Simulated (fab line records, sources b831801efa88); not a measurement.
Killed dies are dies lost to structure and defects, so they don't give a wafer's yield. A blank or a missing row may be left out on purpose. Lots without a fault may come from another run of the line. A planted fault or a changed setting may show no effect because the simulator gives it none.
Chamber matching | flow gf180mcu | GF_V2_ETCH_16 on rie_diel-03: 4 sister chambers
The step etches BARC in N2/H2. 4 wafers are shown with their chamber, then 7 later ones without.

WAFERS WITH THEIR CHAMBER
wafer  | chamber | drypump_motor_current_A (A)
L233.4 | 1       | 5.8
L233.5 | 0       | 5.8
L234.1 | 3       | 6.7
L234.2 | 2       | 5.3

WAFERS WITHOUT THEIR CHAMBER
wafer  | drypump_motor_current_A (A)
L234.3 | 5.9
L240.3 | 5.8
L240.5 | 5.9
L240.6 | 6.7
L242.2 | 5.9
L242.3 | 5.7
L242.6 | 6.7

WHICH CHAMBER EACH WENT THROUGH
wafer  | from the rows above     | in truth
L234.3 | can't be placed: 0 or 1 | 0
L240.3 | can't be placed: 0 or 1 | 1
L240.5 | can't be placed: 0 or 1 | 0
L240.6 | 3                       | 3
L242.2 | can't be placed: 0 or 1 | 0
L242.3 | can't be placed: 0 or 1 | 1
L242.6 | 3                       | 3
Placed correctly: 2 of 7. Can't be placed from these rows: 5 (the true chamber is among the candidates in 5). Placed wrongly: 0.
How it was worked out, from the rows above alone: a wafer's distance from a chamber is the root of the sum, over the readings, of the square of ((its reading less the chamber's mean) divided by the reading's scatter). The wafer belongs to the nearest chamber; if the next one is less than 2 further off, it can't be placed. A chamber's mean is the mean of its shown wafers. The scatter: with one shown wafer a chamber, the root of the mean of the squares of how far each hidden wafer lies from its nearest shown one.
